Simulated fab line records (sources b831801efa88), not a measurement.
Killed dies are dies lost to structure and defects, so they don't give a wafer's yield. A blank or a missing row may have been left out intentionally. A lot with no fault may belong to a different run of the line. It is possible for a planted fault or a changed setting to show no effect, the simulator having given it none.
Comparing a struck lot with a sound one / flow sky130 / 16 out of 708 route steps
Sound: these wafers, L638.2, L638.3, L638.6. Struck: wafer L646.2; the same lot's L646.4 was not struck, so it is left out; see the end for the cause.
At each step with rows: each side's tool, then ch and its chambers, then its first start. Under that, the readings that differ: sound wafers / struck wafers / difference of the means / sigmas: that difference in standard deviations of wafers without a fault.
alike: readings whose means differ by less than 2 such deviations, and words and numbers that are the same on both sides. not compared: withheld readings, readings that some wafer has no value for, bounds like >300 that may hide the same value, and numbers for which the record gives no deviation and whose values overlap.
A row with sigmas, a row that says differs or no value, or rows on one side alone: a step with any of these is where the two part. Numbers that don't overlap but have no deviation are shown without sigmas and don't part them. A reading that every wafer of one side lacks parts them only if that side has two wafers or more.

first, 8 steps without rows for these wafers: SKY_METAL1_DEHYDRATE_07 (time 60 s); SKY_METAL1_HMDS_08 (prime time 60 s); SKY_METAL1_COAT_09 (resist thk 60 nm); SKY_METAL1_COAT_10 (resist thk 450 nm); SKY_METAL1_SOFTBAKE_11 (time 90 s); SKY_METAL1_EXPOSE_12 (exposes mask MM1, target cd 140 nm); SKY_METAL1_PEB_13; SKY_METAL1_DEVELOP_14 (develop time 60 s).
SKY_METAL1_CD_MEAS_15 targets a cd of 140 nm.
  struck on cd_sem-01, day 35 13:02; sound on cd_sem-02, day 32 08:23
reading=cd_nm (nm); sound=140.3 143.1 141.1; struck=137.5; difference=-4.0; sigmas=-2
SKY_METAL1_OVL_MEAS_16:
  struck on overlay-01, day 35 13:08; sound on overlay-02, day 32 08:29
  alike: METAL1_OVL
SKY_METAL1_DESCUM_17: chemistry O2, time 8 s.
  sound on rie_metal-03 ch 0, day 32 08:31; struck on rie_metal-03 ch 1, day 35 13:11
  alike: drypump_motor_current_A, oes_product_au
  not compared: rf_hours_counter_h
SKY_METAL1_ETCH_18: etches BARC in N2/H2, stops on SiO2, time 45.9 s, target depth 60 nm.
  sound on rie_metal-03 ch 0, day 32 08:36; struck on rie_metal-03 ch 1, day 35 13:16
  alike: drypump_motor_current_A, oes_product_au, throttle_valve_pct
  not compared: rf_hours_counter_h
SKY_METAL1_METAL_ETCH_19: etches the open film in Cl2/BCl3, stops on SiO2, target depth 360 nm, time 78 s.
  sound on rie_metal-03 ch 0, day 32 08:44; struck on rie_metal-03 ch 1, day 35 13:23
reading=model.KrF-thick_of_METAL1_COAT_10.thk_nm (nm); sound=156.6 158.9 156.8; struck=54.53; difference=-102.90; sigmas=
reading=model.METAL1.cd_nm (nm); sound=138.2 141.4 138.9; struck=124.4; difference=-15.1; sigmas=
reading=model.SiO2_of_CONTACT_HDPCVD_02.thk_nm (nm); sound=325.6 326.3 325.8; struck=320.7; difference=-5.2; sigmas=
  alike: drypump_motor_current_A, mfc_cl2_sccm, oes_product_au, throttle_valve_pct
  not compared: rf_hours_counter_h
SKY_METAL1_STRIP_20: strips in O2/N2.
  sound on plasma_asher-01 ch 0,1, day 32 08:53; struck on plasma_asher-01 ch 0, day 35 13:32
reading=oes_product_au (a.u.); sound=0.339 0.348 0.346; struck=0.290; difference=-0.054; sigmas=-11
reading=strip_time_to_endpoint_s (s); sound=2.68 2.69 2.68; struck=1.53; difference=-1.15; sigmas=-28
  alike: drypump_motor_current_A
  not compared: rf_hours_counter_h
then, 1 step without rows for these wafers: SKY_METAL1_STRIP_21 (strips in post etch residue remover, time 1200 s).
-- the record jumps here: 12 days lie between the struck wafers' starts before and after (it left off in module METAL1 and takes up again in module PAD_OPEN, whose first step shown is number 708 of the route) --
SKY_PAD_OPEN_PROBE_99:
  struck on prober-02, day 47 19:47; sound on prober-01, day 45 07:50
reading=sort_bin_3_pad_short (%); sound=1.4 0.6 1.0; struck=0.2; difference=-0.8; sigmas=-2
reading=model.etest.met1.width_nm (nm); sound=137.2 143.4 136.9; struck=123; difference=-16; sigmas=
reading=model.etest.met1.line_ohm_um; sound=0.9321 0.8855 0.9493; struck=1.033; difference=+0.111; sigmas=
  alike: defect_limited_yield, killed_at_M0_to_M3, killed_at_M4_up, killed_at_contacts, killed_at_front_end, killed_at_other, killed_dies, killed_open, killed_short, sort_bin_5_function, sort_bin_6_memory, sort_n_pass, sort_yield_pct

## WHERE THEY PART
Earliest at SKY_METAL1_CD_MEAS_15; latest, in this record, at SKY_PAD_OPEN_PROBE_99.

WHY: what the simulator had put in
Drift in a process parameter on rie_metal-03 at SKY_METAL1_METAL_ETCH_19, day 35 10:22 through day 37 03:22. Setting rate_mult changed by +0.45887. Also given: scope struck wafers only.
